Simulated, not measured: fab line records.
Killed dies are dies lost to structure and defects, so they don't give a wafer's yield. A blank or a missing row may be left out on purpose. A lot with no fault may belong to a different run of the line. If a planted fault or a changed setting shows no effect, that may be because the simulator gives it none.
fab line records :: flow sky130
[record]
  lots = 6
  wafers = 18
  lastDay = 50
route steps=708 shown METAL3@556
lots that met no fault: from a run of the same line without faults
startH: start of the lot's first displayed wafer, in hours after the record's first day :: waitH: hours since the lot's step before :: " identical to the entry in the row above :: L1.1+2: one row covering several wafers at once :: - no value present, or no start provided :: * or withheld: withheld :: < > ~ a bound
route shown NAME@n: NAME is a module with steps in the file, n the number in the route of the first one :: usual: mean/standard deviation of fault-free wafers :: same: alike in all rows :: chamber/n: place in a boat :: sites: readings site by site :: _std_site: standard deviation across them :: _edge_site: outer sites' mean less inner sites' :: radiusMm: how far each site lies from the wafer's centre :: mask NAME#n: copy n :: behind: the last tool/chamber to shape the wafer :: hold: why the lot was held/for how many hours/how that ended :: device: names the non-switching transistor (n, p or np) :: end of line: the same wafers' tests at the end of the route :: a step without rows: its recipe alone :: killed: count of dies lost to structure and defects at first sort (not the wafer's yield) :: map: a wafer's dies, marking killed ones x, the rest . and places with no die _
set.NAME: the setting the step ran with; set.NAME@STEP: the setting that earlier step ran with :: model.NAME: the simulator's own value behind a step, which no gauge read
lots seen at some steps along the route; tables by step, rows by wafer
services: when a tool's chamber went out of use (startH, in hours from the record's first day, below 0 if earlier), for how many hours, and the reason
[[steps]]
[step SKY_METAL3_HMDS_06]
[recipe]
  primeTimeS = 60
  primeTempC = 120
[step SKY_METAL3_COAT_07]
[recipe]
  resist = BARC
  tempC = withheld
  timeS = withheld
  spinRpm = 3000
  resistThkNm = 60
[step SKY_METAL3_COAT_08]
[recipe]
  resist = KrF-thick
  spinRpm = 3000
  resistThkNm = 1140
[step SKY_METAL3_SOFTBAKE_09]
[recipe]
  tempC = 100
  timeS = 90
  resist = KrF-thick
[step SKY_METAL3_EXPOSE_10]
[recipe]
  maskId = MM3
  na = 0.68
  sourceShape = annular
  sigmaInner = 0.4
  sigmaOuter = 0.8
  targetCdNm = 300
  doseMj = 28
[step SKY_METAL3_PEB_11]
[recipe]
  pebTempC = withheld
  pebTimeS = withheld
  resist = KrF-thick
[step SKY_METAL3_DEVELOP_12]
[recipe]
  developTimeS = 60
  resist = KrF-thick
  devTempC = 21
[step SKY_METAL3_CD_MEAS_13]
[recipe]
  targetCdNm = 300
[usual]
  cdNm = 300.3/1.7
lot.wafer: L471.1
tool: cdSem-01
chamber: -
startH: 923.40
waitH: -
cdNm: 301.2

lot.wafer: L471.3
tool: cdSem-01
chamber: -
startH: 923.40
waitH: -
cdNm: 301.6

lot.wafer: L471.6
tool: cdSem-01
chamber: -
startH: 923.40
waitH: -
cdNm: 303.0

lot.wafer: L472.3
tool: cdSem-02
chamber: -
startH: 937.34
waitH: -
cdNm: 299.8

lot.wafer: L472.4
tool: cdSem-02
chamber: -
startH: 937.34
waitH: -
cdNm: 298.6

lot.wafer: L472.6
tool: cdSem-02
chamber: -
startH: 937.34
waitH: -
cdNm: 300.4

lot.wafer: L481.1
tool: cdSem-02
chamber: -
startH: 995.19
waitH: -
cdNm: 300.3

lot.wafer: L481.3
tool: cdSem-02
chamber: -
startH: 995.19
waitH: -
cdNm: 301.2

lot.wafer: L481.6
tool: cdSem-02
chamber: -
startH: 995.19
waitH: -
cdNm: 300.2

lot.wafer: L485.1
tool: cdSem-02
chamber: -
startH: 1024.09
waitH: -
cdNm: 301.1

lot.wafer: L485.5
tool: cdSem-02
chamber: -
startH: 1024.09
waitH: -
cdNm: 301.0

lot.wafer: L485.6
tool: cdSem-02
chamber: -
startH: 1024.09
waitH: -
cdNm: 301.0

lot.wafer: L491.2
tool: cdSem-01
chamber: -
startH: 1058.28
waitH: -
cdNm: 298.4

lot.wafer: L491.5
tool: cdSem-01
chamber: -
startH: 1058.28
waitH: -
cdNm: 300.2

lot.wafer: L491.6
tool: cdSem-01
chamber: -
startH: 1058.28
waitH: -
cdNm: 300.3

lot.wafer: L490.3
tool: cdSem-02
chamber: -
startH: 1062.35
waitH: -
cdNm: 299.0

lot.wafer: L490.5
tool: cdSem-02
chamber: -
startH: 1062.35
waitH: -
cdNm: 300.4

lot.wafer: L490.6
tool: cdSem-02
chamber: -
startH: 1062.35
waitH: -
cdNm: 298.6
[step SKY_METAL3_OVL_MEAS_14]
[usual]
  METAL3_OVL = 4/4.9
lot.wafer: L471.1
tool: overlay-01
chamber: -
startH: 923.52
waitH: 0.1
METAL3_OVL[nm]: -8

lot.wafer: L471.3
tool: overlay-01
chamber: -
startH: 923.52
waitH: 0.1
METAL3_OVL[nm]: -5

lot.wafer: L471.6
tool: overlay-01
chamber: -
startH: 923.52
waitH: 0.1
METAL3_OVL[nm]: 1

lot.wafer: L472.3
tool: overlay-01
chamber: -
startH: 937.44
waitH: 0.1
METAL3_OVL[nm]: -1

lot.wafer: L472.4
tool: overlay-01
chamber: -
startH: 937.44
waitH: 0.1
METAL3_OVL[nm]: 8

lot.wafer: L472.6
tool: overlay-01
chamber: -
startH: 937.44
waitH: 0.1
METAL3_OVL[nm]: 15

lot.wafer: L481.1
tool: overlay-02
chamber: -
startH: 995.31
waitH: 0.1
METAL3_OVL[nm]: -1

lot.wafer: L481.3
tool: overlay-02
chamber: -
startH: 995.31
waitH: 0.1
METAL3_OVL[nm]: 11

lot.wafer: L481.6
tool: overlay-02
chamber: -
startH: 995.31
waitH: 0.1
METAL3_OVL[nm]: 9

lot.wafer: L485.1
tool: overlay-01
chamber: -
startH: 1024.21
waitH: 0.1
METAL3_OVL[nm]: -9

lot.wafer: L485.5
tool: overlay-01
chamber: -
startH: 1024.21
waitH: 0.1
METAL3_OVL[nm]: 1

lot.wafer: L485.6
tool: overlay-01
chamber: -
startH: 1024.21
waitH: 0.1
METAL3_OVL[nm]: 15

lot.wafer: L491.2
tool: overlay-02
chamber: -
startH: 1058.39
waitH: 0.1
METAL3_OVL[nm]: -7

lot.wafer: L491.5
tool: overlay-02
chamber: -
startH: 1058.39
waitH: 0.1
METAL3_OVL[nm]: -1

lot.wafer: L491.6
tool: overlay-02
chamber: -
startH: 1058.39
waitH: 0.1
METAL3_OVL[nm]: -7

lot.wafer: L490.3
tool: overlay-01
chamber: -
startH: 1062.44
waitH: 0.1
METAL3_OVL[nm]: 2

lot.wafer: L490.5
tool: overlay-01
chamber: -
startH: 1062.44
waitH: 0.1
METAL3_OVL[nm]: 8

lot.wafer: L490.6
tool: overlay-01
chamber: -
startH: 1062.44
waitH: 0.1
METAL3_OVL[nm]: 4
[step SKY_METAL3_DESCUM_15]
[recipe]
  chemistry = O2
  sourcePowerW = 150
  biasPowerW = 0
  pressureMtorr = 10
  tempC = 40
  timeS = 8
[usual]
  drypumpMotorCurrentA = 5.7/0.48
  oesProductAu = 0.999/0.0084
  tempC = 39.98/0.12
lot.wafer: L471.1
tool: rieMetal-01
chamber: 1
startH: 923.56
waitH: 0.0
drypumpMotorCurrentA: 5.9
oesProductAu: 0.987
rfHoursCounterH: 7
tempC: 39.91

lot.wafer: L471.3
tool: rieMetal-01
chamber: 0
startH: 923.56
waitH: 0.0
drypumpMotorCurrentA: 5.1
oesProductAu: 1.009
rfHoursCounterH: -
tempC: 39.93

lot.wafer: L471.6
tool: rieMetal-01
chamber: 0
startH: 923.56
waitH: 0.0
drypumpMotorCurrentA: 5.1
oesProductAu: 1.002
rfHoursCounterH: -
tempC: 39.86

lot.wafer: L472.3
tool: rieMetal-01
chamber: 0
startH: 937.48
waitH: 0.0
drypumpMotorCurrentA: 5.1
oesProductAu: 1.005
rfHoursCounterH: -
tempC: 40.05

lot.wafer: L472.4
tool: rieMetal-01
chamber: 0
startH: 937.48
waitH: 0.0
drypumpMotorCurrentA: 5.1
oesProductAu: 1.016
rfHoursCounterH: -
tempC: 40.14

lot.wafer: L472.6
tool: rieMetal-01
chamber: 0
startH: 937.48
waitH: 0.0
drypumpMotorCurrentA: 5.1
oesProductAu: 1.004
rfHoursCounterH: -
tempC: 40.00

lot.wafer: L481.1
tool: rieMetal-02
chamber: 0
startH: 995.35
waitH: 0.0
drypumpMotorCurrentA: 5.0
oesProductAu: 1.000
rfHoursCounterH: 5
tempC: 40.08

lot.wafer: L481.3
tool: rieMetal-02
chamber: 1
startH: 995.35
waitH: 0.0
drypumpMotorCurrentA: 5.8
oesProductAu: 0.986
rfHoursCounterH: -
tempC: 39.93

lot.wafer: L481.6
tool: rieMetal-02
chamber: 0
startH: 995.35
waitH: 0.0
drypumpMotorCurrentA: 5.0
oesProductAu: 0.999
rfHoursCounterH: -
tempC: 40.09

lot.wafer: L485.1
tool: rieMetal-02
chamber: 0
startH: 1024.25
waitH: 0.0
drypumpMotorCurrentA: 5.0
oesProductAu: 0.999
rfHoursCounterH: 6
tempC: 40.02

lot.wafer: L485.5
tool: rieMetal-02
chamber: 0
startH: 1024.25
waitH: 0.0
drypumpMotorCurrentA: 5.0
oesProductAu: 1.000
rfHoursCounterH: -
tempC: 40.03

lot.wafer: L485.6
tool: rieMetal-02
chamber: 1
startH: 1024.25
waitH: 0.0
drypumpMotorCurrentA: 5.8
oesProductAu: 0.988
rfHoursCounterH: -
tempC: 40.16

lot.wafer: L491.2
tool: rieMetal-04
chamber: 1
startH: 1058.42
waitH: 0.0
drypumpMotorCurrentA: 6.3
oesProductAu: 0.991
rfHoursCounterH: 12
tempC: 39.94

lot.wafer: L491.5
tool: rieMetal-04
chamber: 1
startH: 1058.42
waitH: 0.0
drypumpMotorCurrentA: 6.3
oesProductAu: 0.983
rfHoursCounterH: -
tempC: 39.88

lot.wafer: L491.6
tool: rieMetal-04
chamber: 0
startH: 1058.42
waitH: 0.0
drypumpMotorCurrentA: 6.1
oesProductAu: 1.006
rfHoursCounterH: -
tempC: 40.02

lot.wafer: L490.3
tool: rieMetal-02
chamber: 1
startH: 1062.48
waitH: 0.0
drypumpMotorCurrentA: 5.8
oesProductAu: 0.996
rfHoursCounterH: -
tempC: 39.85

lot.wafer: L490.5
tool: rieMetal-02
chamber: 1
startH: 1062.48
waitH: 0.0
drypumpMotorCurrentA: 5.8
oesProductAu: 0.999
rfHoursCounterH: -
tempC: 40.05

lot.wafer: L490.6
tool: rieMetal-02
chamber: 0
startH: 1062.48
waitH: 0.0
drypumpMotorCurrentA: 5.0
oesProductAu: 1.006
rfHoursCounterH: -
tempC: 39.91
[step SKY_METAL3_ETCH_16]
[recipe]
  chemistry = N2/H2
  target = BARC
  ionEnergyEv = 200
  biasW = 96.58
  pressureMtorr = 30
  n2FlowSccm = 100
  h2FlowSccm = 200
  icpW = 500
  stopOn = SiO2
  timeS = 88.2
  targetDepthA = 600
[usual]
  drypumpMotorCurrentA = 5.7/0.49
  oesProductAu = 0.626/0.0042
  throttleValvePct = 13.205/0.0091
lot.wafer: L471.1
tool: rieMetal-01
chamber: 1
startH: 923.59
waitH: 0.0
drypumpMotorCurrentA: 6.0
oesProductAu: 0.620
rfHoursCounterH: 7
throttleValvePct: 13.199

lot.wafer: L471.3
tool: rieMetal-01
chamber: 0
startH: 923.59
waitH: 0.0
drypumpMotorCurrentA: 5.1
oesProductAu: 0.623
rfHoursCounterH: -
throttleValvePct: 13.212

lot.wafer: L471.6
tool: rieMetal-01
chamber: 0
startH: 923.59
waitH: 0.0
drypumpMotorCurrentA: 5.1
oesProductAu: 0.627
rfHoursCounterH: -
throttleValvePct: 13.210

lot.wafer: L472.3
tool: rieMetal-01
chamber: 0
startH: 937.59
waitH: 0.1
drypumpMotorCurrentA: 5.1
oesProductAu: 0.624
rfHoursCounterH: -
throttleValvePct: 13.192

lot.wafer: L472.4
tool: rieMetal-01
chamber: 0
startH: 937.59
waitH: 0.1
drypumpMotorCurrentA: 5.1
oesProductAu: 0.624
rfHoursCounterH: -
throttleValvePct: 13.197

lot.wafer: L472.6
tool: rieMetal-01
chamber: 0
startH: 937.59
waitH: 0.1
drypumpMotorCurrentA: 5.1
oesProductAu: 0.627
rfHoursCounterH: -
throttleValvePct: 13.197

lot.wafer: L481.1
tool: rieMetal-02
chamber: 0
startH: 995.38
waitH: 0.0
drypumpMotorCurrentA: 5.0
oesProductAu: 0.628
rfHoursCounterH: 5
throttleValvePct: 13.211

lot.wafer: L481.3
tool: rieMetal-02
chamber: 1
startH: 995.38
waitH: 0.0
drypumpMotorCurrentA: 5.8
oesProductAu: 0.623
rfHoursCounterH: -
throttleValvePct: 13.214

lot.wafer: L481.6
tool: rieMetal-02
chamber: 0
startH: 995.38
waitH: 0.0
drypumpMotorCurrentA: 5.0
oesProductAu: 0.627
rfHoursCounterH: -
throttleValvePct: 13.195

lot.wafer: L485.1
tool: rieMetal-02
chamber: 0
startH: 1024.28
waitH: 0.0
drypumpMotorCurrentA: 5.0
oesProductAu: 0.623
rfHoursCounterH: 6
throttleValvePct: 13.208

lot.wafer: L485.5
tool: rieMetal-02
chamber: 0
startH: 1024.28
waitH: 0.0
drypumpMotorCurrentA: 5.0
oesProductAu: 0.620
rfHoursCounterH: -
throttleValvePct: 13.219

lot.wafer: L485.6
tool: rieMetal-02
chamber: 1
startH: 1024.28
waitH: 0.0
drypumpMotorCurrentA: 5.8
oesProductAu: 0.623
rfHoursCounterH: -
throttleValvePct: 13.203

lot.wafer: L491.2
tool: rieMetal-04
chamber: 1
startH: 1058.45
waitH: 0.0
drypumpMotorCurrentA: 6.4
oesProductAu: 0.627
rfHoursCounterH: 12
throttleValvePct: 13.217

lot.wafer: L491.5
tool: rieMetal-04
chamber: 1
startH: 1058.45
waitH: 0.0
drypumpMotorCurrentA: 6.3
oesProductAu: 0.630
rfHoursCounterH: -
throttleValvePct: 13.210

lot.wafer: L491.6
tool: rieMetal-04
chamber: 0
startH: 1058.45
waitH: 0.0
drypumpMotorCurrentA: 6.1
oesProductAu: 0.631
rfHoursCounterH: -
throttleValvePct: 13.210

lot.wafer: L490.3
tool: rieMetal-02
chamber: 1
startH: 1062.53
waitH: 0.0
drypumpMotorCurrentA: 5.8
oesProductAu: 0.629
rfHoursCounterH: -
throttleValvePct: 13.208

lot.wafer: L490.5
tool: rieMetal-02
chamber: 1
startH: 1062.53
waitH: 0.0
drypumpMotorCurrentA: 5.9
oesProductAu: 0.628
rfHoursCounterH: -
throttleValvePct: 13.201

lot.wafer: L490.6
tool: rieMetal-02
chamber: 0
startH: 1062.53
waitH: 0.0
drypumpMotorCurrentA: 5.0
oesProductAu: 0.630
rfHoursCounterH: -
throttleValvePct: 13.200
[step SKY_METAL3_ETCH_17]
[recipe]
  target = SiO2
  stopOn = TiN
  chemistry = C4F8/O2/Ar
  sourceW = 1500
  biasW = 1200
  pressureMtorr = 40
  c4f8FlowSccm = withheld
  O2_flow_sccm = 6
  Ar_flow_sccm = 300
  timeS = 3.9
  targetDepthA = 150
[usual]
  oesProductAu = 0.757/0.0065
lot.wafer: L471.1
tool: rieDiel-03
chamber: 2
startH: 923.69
waitH: 0.1
oesProductAu: 0.761
rfHoursCounterH: 11

lot.wafer: L471.3
tool: rieDiel-03
chamber: 3
startH: 923.69
waitH: 0.1
oesProductAu: 0.746
rfHoursCounterH: 12

lot.wafer: L471.6
tool: rieDiel-03
chamber: 2
startH: 923.69
waitH: 0.1
oesProductAu: 0.763
rfHoursCounterH: -

lot.wafer: L472.3
tool: rieDiel-03
chamber: 0
startH: 937.72
waitH: 0.1
oesProductAu: 0.753
rfHoursCounterH: 15

lot.wafer: L472.4
tool: rieDiel-03
chamber: 1
startH: 937.72
waitH: 0.1
oesProductAu: 0.758
rfHoursCounterH: 12

lot.wafer: L472.6
tool: rieDiel-03
chamber: 2
startH: 937.72
waitH: 0.1
oesProductAu: 0.755
rfHoursCounterH: -

lot.wafer: L481.1
tool: rieDiel-04
chamber: 3
startH: 995.48
waitH: 0.1
oesProductAu: 0.753
rfHoursCounterH: 19

lot.wafer: L481.3
tool: rieDiel-04
chamber: 2
startH: 995.48
waitH: 0.1
oesProductAu: 0.763
rfHoursCounterH: 4

lot.wafer: L481.6
tool: rieDiel-04
chamber: 1
startH: 995.48
waitH: 0.1
oesProductAu: 0.771
rfHoursCounterH: -

lot.wafer: L485.1
tool: rieDiel-04
chamber: 0
startH: 1024.38
waitH: 0.1
oesProductAu: 0.748
rfHoursCounterH: 11

lot.wafer: L485.5
tool: rieDiel-04
chamber: 1
startH: 1024.38
waitH: 0.1
oesProductAu: 0.754
rfHoursCounterH: -

lot.wafer: L485.6
tool: rieDiel-04
chamber: 2
startH: 1024.38
waitH: 0.1
oesProductAu: 0.757
rfHoursCounterH: -

lot.wafer: L491.2
tool: rieDiel-03
chamber: 1
startH: 1058.55
waitH: 0.1
oesProductAu: 0.750
rfHoursCounterH: 15

lot.wafer: L491.5
tool: rieDiel-03
chamber: 0
startH: 1058.55
waitH: 0.1
oesProductAu: 0.761
rfHoursCounterH: -

lot.wafer: L491.6
tool: rieDiel-03
chamber: 1
startH: 1058.55
waitH: 0.1
oesProductAu: 0.762
rfHoursCounterH: -

lot.wafer: L490.3
tool: rieDiel-04
chamber: 2
startH: 1062.60
waitH: 0.0
oesProductAu: 0.762
rfHoursCounterH: 6

lot.wafer: L490.5
tool: rieDiel-04
chamber: 3
startH: 1062.60
waitH: 0.0
oesProductAu: 0.757
rfHoursCounterH: -

lot.wafer: L490.6
tool: rieDiel-04
chamber: 2
startH: 1062.60
waitH: 0.0
oesProductAu: 0.767
rfHoursCounterH: -
[step SKY_METAL3_METAL_ETCH_18]
[recipe]
  targetDepthA = 8450
  stopOn = SiO2
  overEtchFrac = 0.3
  timeS = 183.1
  chemistry = Cl2/BCl3
  resistSidewallDeg = 88
  pressureMtorr = 10
  icpW = 900
  biasW = 48.5
  Cl2_flow_sccm = 60
  bcl3FlowSccm = 30
[usual]
  drypumpMotorCurrentA = 5.6/0.48
  mfcCl2Sccm = 60.01/0.18
  oesProductAu = 0.866/0.0068
  throttleValvePct = 22.265/0.009
lot.wafer: L471.1
tool: rieMetal-04
chamber: 0
startH: 923.71
waitH: 0.0
drypumpMotorCurrentA: 6.0
mfcCl2Sccm: 59.87
oesProductAu: 0.863
rfHoursCounterH: 0
throttleValvePct: 22.265
model.etch.depthNm: 869.3
model.METAL3.featureDepthNm: 869.3
model.KrF-thick_of_METAL3_COAT_08.thkNm: 530.5

lot.wafer: L471.3
tool: rieMetal-04
chamber: 1
startH: 923.71
waitH: 0.0
drypumpMotorCurrentA: 6.3
mfcCl2Sccm: 60.24
oesProductAu: 0.861
rfHoursCounterH: -
throttleValvePct: 22.263
model.etch.depthNm: 856.6
model.METAL3.featureDepthNm: 856.6
model.KrF-thick_of_METAL3_COAT_08.thkNm: 533.4

lot.wafer: L471.6
tool: rieMetal-04
chamber: 0
startH: 923.71
waitH: 0.0
drypumpMotorCurrentA: 6.0
mfcCl2Sccm: 59.92
oesProductAu: 0.859
rfHoursCounterH: -
throttleValvePct: 22.257
model.etch.depthNm: 854.2
model.METAL3.featureDepthNm: 854.2
model.KrF-thick_of_METAL3_COAT_08.thkNm: 532.5

lot.wafer: L472.3
tool: rieMetal-02
chamber: 1
startH: 937.80
waitH: 0.1
drypumpMotorCurrentA: 5.8
mfcCl2Sccm: 59.78
oesProductAu: 0.867
rfHoursCounterH: -
throttleValvePct: 22.267
model.etch.depthNm: 864
model.METAL3.featureDepthNm: 864
model.KrF-thick_of_METAL3_COAT_08.thkNm: 536.6

lot.wafer: L472.4
tool: rieMetal-02
chamber: 0
startH: 937.80
waitH: 0.1
drypumpMotorCurrentA: 5.0
mfcCl2Sccm: 59.96
oesProductAu: 0.869
rfHoursCounterH: -
throttleValvePct: 22.255
model.etch.depthNm: 872.9
model.METAL3.featureDepthNm: 872.9
model.KrF-thick_of_METAL3_COAT_08.thkNm: 520.5

lot.wafer: L472.6
tool: rieMetal-02
chamber: 0
startH: 937.80
waitH: 0.1
drypumpMotorCurrentA: 5.0
mfcCl2Sccm: 59.84
oesProductAu: 0.872
rfHoursCounterH: -
throttleValvePct: 22.282
model.etch.depthNm: 877.6
model.METAL3.featureDepthNm: 877.6
model.KrF-thick_of_METAL3_COAT_08.thkNm: 521.8

lot.wafer: L481.1
tool: rieMetal-04
chamber: 0
startH: 995.50
waitH: 0.0
drypumpMotorCurrentA: 6.1
mfcCl2Sccm: 59.92
oesProductAu: 0.867
rfHoursCounterH: 4
throttleValvePct: 22.253
model.etch.depthNm: 863.3
model.METAL3.featureDepthNm: 863.3
model.KrF-thick_of_METAL3_COAT_08.thkNm: 530.9

lot.wafer: L481.3
tool: rieMetal-04
chamber: 1
startH: 995.50
waitH: 0.0
drypumpMotorCurrentA: 6.3
mfcCl2Sccm: 60.19
oesProductAu: 0.705
rfHoursCounterH: -
throttleValvePct: 22.260
model.etch.depthNm: 578.5
model.METAL3.featureDepthNm: 578.5
model.KrF-thick_of_METAL3_COAT_08.thkNm: 789.8

lot.wafer: L481.6
tool: rieMetal-04
chamber: 1
startH: 995.50
waitH: 0.0
drypumpMotorCurrentA: 6.4
mfcCl2Sccm: 60.01
oesProductAu: 0.708
rfHoursCounterH: -
throttleValvePct: 22.265
model.etch.depthNm: 579.1
model.METAL3.featureDepthNm: 579.1
model.KrF-thick_of_METAL3_COAT_08.thkNm: 785.8

lot.wafer: L485.1
tool: rieMetal-04
chamber: 1
startH: 1024.40
waitH: 0.0
drypumpMotorCurrentA: 6.3
mfcCl2Sccm: 59.98
oesProductAu: 0.702
rfHoursCounterH: 10
throttleValvePct: 22.276
model.etch.depthNm: 578.8
model.METAL3.featureDepthNm: 578.8
model.KrF-thick_of_METAL3_COAT_08.thkNm: 792.2

lot.wafer: L485.5
tool: rieMetal-04
chamber: 1
startH: 1024.40
waitH: 0.0
drypumpMotorCurrentA: 6.3
mfcCl2Sccm: 60.15
oesProductAu: 0.708
rfHoursCounterH: -
throttleValvePct: 22.266
model.etch.depthNm: 575
model.METAL3.featureDepthNm: 575
model.KrF-thick_of_METAL3_COAT_08.thkNm: 792.9

lot.wafer: L485.6
tool: rieMetal-04
chamber: 0
startH: 1024.40
waitH: 0.0
drypumpMotorCurrentA: 6.1
mfcCl2Sccm: 59.91
oesProductAu: 0.872
rfHoursCounterH: -
throttleValvePct: 22.260
model.etch.depthNm: 862.5
model.METAL3.featureDepthNm: 862.5
model.KrF-thick_of_METAL3_COAT_08.thkNm: 534.4

lot.wafer: L491.2
tool: rieMetal-01
chamber: 1
startH: 1058.57
waitH: 0.0
drypumpMotorCurrentA: 5.9
mfcCl2Sccm: 59.78
oesProductAu: 0.868
rfHoursCounterH: 14
throttleValvePct: 22.257
model.etch.depthNm: 868.6
model.METAL3.featureDepthNm: 868.6
model.KrF-thick_of_METAL3_COAT_08.thkNm: 527.2

lot.wafer: L491.5
tool: rieMetal-01
chamber: 0
startH: 1058.57
waitH: 0.0
drypumpMotorCurrentA: 5.1
mfcCl2Sccm: 59.97
oesProductAu: 0.867
rfHoursCounterH: -
throttleValvePct: 22.266
model.etch.depthNm: 872.2
model.METAL3.featureDepthNm: 872.2
model.KrF-thick_of_METAL3_COAT_08.thkNm: 528

lot.wafer: L491.6
tool: rieMetal-01
chamber: 1
startH: 1058.57
waitH: 0.0
drypumpMotorCurrentA: 5.9
mfcCl2Sccm: 60.27
oesProductAu: 0.861
rfHoursCounterH: -
throttleValvePct: 22.262
model.etch.depthNm: 856.8
model.METAL3.featureDepthNm: 856.8
model.KrF-thick_of_METAL3_COAT_08.thkNm: 523.2

lot.wafer: L490.3
tool: rieMetal-01
chamber: 0
startH: 1062.67
waitH: 0.1
drypumpMotorCurrentA: 5.1
mfcCl2Sccm: 60.29
oesProductAu: 0.855
rfHoursCounterH: -
throttleValvePct: 22.273
model.etch.depthNm: 863
model.METAL3.featureDepthNm: 863
model.KrF-thick_of_METAL3_COAT_08.thkNm: 529.8

lot.wafer: L490.5
tool: rieMetal-01
chamber: 0
startH: 1062.67
waitH: 0.1
drypumpMotorCurrentA: 5.1
mfcCl2Sccm: 60.20
oesProductAu: 0.862
rfHoursCounterH: -
throttleValvePct: 22.285
model.etch.depthNm: 858.9
model.METAL3.featureDepthNm: 858.9
model.KrF-thick_of_METAL3_COAT_08.thkNm: 534.4

lot.wafer: L490.6
tool: rieMetal-01
chamber: 1
startH: 1062.67
waitH: 0.1
drypumpMotorCurrentA: 5.9
mfcCl2Sccm: 60.06
oesProductAu: 0.868
rfHoursCounterH: -
throttleValvePct: 22.256
model.etch.depthNm: 871
model.METAL3.featureDepthNm: 871
model.KrF-thick_of_METAL3_COAT_08.thkNm: 532.8
[step SKY_METAL3_STRIP_19]
[recipe]
  chemistry = O2/N2
  powerW = 1400
  pressureMtorr = 1500
  platenTempC = withheld
  o2FlowSccm = 3000
  n2FlowSccm = 300
  overashFraction = 0.5
[usual]
  drypumpMotorCurrentA = 6.0/0.38
  oesProductAu = 0.503/0.0048
  stripTimeToEndpointS = 6.55/0.063
lot.wafer: L471.1
tool: plasmaAsher-02
chamber: 1
startH: 923.89
waitH: 0.1
drypumpMotorCurrentA: 5.2
oesProductAu: 0.501
rfHoursCounterH: 77
stripTimeToEndpointS: 6.57

lot.wafer: L471.3
tool: plasmaAsher-02
chamber: 0
startH: 923.89
waitH: 0.1
drypumpMotorCurrentA: 6.4
oesProductAu: 0.506
rfHoursCounterH: -
stripTimeToEndpointS: 6.60

lot.wafer: L471.6
tool: plasmaAsher-02
chamber: 0
startH: 923.89
waitH: 0.1
drypumpMotorCurrentA: 6.3
oesProductAu: 0.505
rfHoursCounterH: -
stripTimeToEndpointS: 6.59

lot.wafer: L472.3
tool: plasmaAsher-04
chamber: 1
startH: 937.95
waitH: 0.1
drypumpMotorCurrentA: 6.2
oesProductAu: 0.501
rfHoursCounterH: -
stripTimeToEndpointS: 6.64

lot.wafer: L472.4
tool: plasmaAsher-04
chamber: 0
startH: 937.95
waitH: 0.1
drypumpMotorCurrentA: 6.1
oesProductAu: 0.500
rfHoursCounterH: -
stripTimeToEndpointS: 6.47

lot.wafer: L472.6
tool: plasmaAsher-04
chamber: 1
startH: 937.95
waitH: 0.1
drypumpMotorCurrentA: 6.2
oesProductAu: 0.494
rfHoursCounterH: -
stripTimeToEndpointS: 6.49

lot.wafer: L481.1
tool: plasmaAsher-02
chamber: 0
startH: 995.68
waitH: 0.1
drypumpMotorCurrentA: 6.3
oesProductAu: 0.506
rfHoursCounterH: 85
stripTimeToEndpointS: 6.56

lot.wafer: L481.3
tool: plasmaAsher-02
chamber: 1
startH: 995.68
waitH: 0.1
drypumpMotorCurrentA: 5.2
oesProductAu: 0.607
rfHoursCounterH: -
stripTimeToEndpointS: 9.11

lot.wafer: L481.6
tool: plasmaAsher-02
chamber: 0
startH: 995.68
waitH: 0.1
drypumpMotorCurrentA: 6.4
oesProductAu: 0.609
rfHoursCounterH: -
stripTimeToEndpointS: 9.06

lot.wafer: L485.1
tool: plasmaAsher-04
chamber: 0
startH: 1024.58
waitH: 0.1
drypumpMotorCurrentA: 6.1
oesProductAu: 0.608
rfHoursCounterH: 59
stripTimeToEndpointS: 9.13

lot.wafer: L485.5
tool: plasmaAsher-04
chamber: 1
startH: 1024.58
waitH: 0.1
drypumpMotorCurrentA: 6.2
oesProductAu: 0.613
rfHoursCounterH: -
stripTimeToEndpointS: 9.15

lot.wafer: L485.6
tool: plasmaAsher-04
chamber: 0
startH: 1024.58
waitH: 0.1
drypumpMotorCurrentA: 6.1
oesProductAu: 0.509
rfHoursCounterH: -
stripTimeToEndpointS: 6.61

lot.wafer: L491.2
tool: plasmaAsher-04
chamber: 0
startH: 1058.74
waitH: 0.1
drypumpMotorCurrentA: 6.1
oesProductAu: 0.505
rfHoursCounterH: 63
stripTimeToEndpointS: 6.52

lot.wafer: L491.5
tool: plasmaAsher-04
chamber: 0
startH: 1058.74
waitH: 0.1
drypumpMotorCurrentA: 6.1
oesProductAu: 0.491
rfHoursCounterH: -
stripTimeToEndpointS: 6.53

lot.wafer: L491.6
tool: plasmaAsher-04
chamber: 1
startH: 1058.74
waitH: 0.1
drypumpMotorCurrentA: 6.2
oesProductAu: 0.499
rfHoursCounterH: -
stripTimeToEndpointS: 6.50

lot.wafer: L490.3
tool: plasmaAsher-02
chamber: 0
startH: 1062.83
waitH: 0.1
drypumpMotorCurrentA: 6.4
oesProductAu: 0.505
rfHoursCounterH: -
stripTimeToEndpointS: 6.56

lot.wafer: L490.5
tool: plasmaAsher-02
chamber: 1
startH: 1062.83
waitH: 0.1
drypumpMotorCurrentA: 5.2
oesProductAu: 0.508
rfHoursCounterH: -
stripTimeToEndpointS: 6.60

lot.wafer: L490.6
tool: plasmaAsher-02
chamber: 0
startH: 1062.83
waitH: 0.1
drypumpMotorCurrentA: 6.3
oesProductAu: 0.497
rfHoursCounterH: -
stripTimeToEndpointS: 6.59
[step SKY_METAL3_STRIP_20]
[recipe]
  chemistry = postEtchResidueRemover
  timeS = 1200
  tempC = 72.5
[[services]]
tool: plasmaAsher-04
chamber: -
startH: 914.48
hours: 2.8
kind: pm

tool: rieDiel-03
chamber: 0
startH: 941.09
hours: 8.1
kind: repair

tool: rieDiel-03
chamber: 3
startH: 1028.97
hours: 14.7
kind: repair

tool: rieDiel-03
chamber: 0
startH: 1037.16
hours: 2.3
kind: repair

tool: rieDiel-04
chamber: -
startH: 1045.92
hours: 14.6
kind: pm
[[key]]
[firstSign]
  step = SKY_METAL3_METAL_ETCH_18
  reading = oesProductAu
  direction = down
  sigmas = 24
  usual = 0.866
  struck = 0.706
[effect]
  step = SKY_METAL3_STRIP_19
  reading = stripTimeToEndpointS
  direction = up
  sigmas = 41
  usual = *
  struck = *
[modelEffect]
  step = SKY_METAL3_METAL_ETCH_18
  value = etch.depthNm
  without = 857.1
  struck = 577.8
metAt SKY_METAL3_METAL_ETCH_18
struckWafers L481.3,L481.6,L485.1,L485.5
laterRowsLeftOut L481.3,L481.6,L485.1,L485.5
sortLeftOut L481.3,L481.6,L485.1,L485.5
onsetBetween 923.71 995.50
[fault]
  kind = processParameterDrift
  tool = rieMetal-04
  chamber = 1
  onsetH = 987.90
  steps = SKY_METAL3_METAL_ETCH_18
  channel = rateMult
  offset = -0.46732
  shape = step
  endH = 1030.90
// sortLeftOut: the simulated sort isn't trusted on such a fault, so these wafers' sort isn't shown, and their yield isn't known
// laterRowsLeftOut: the simulator's readings of these wafers behind a module that went badly wrong aren't trusted and aren't shown, but for the sort
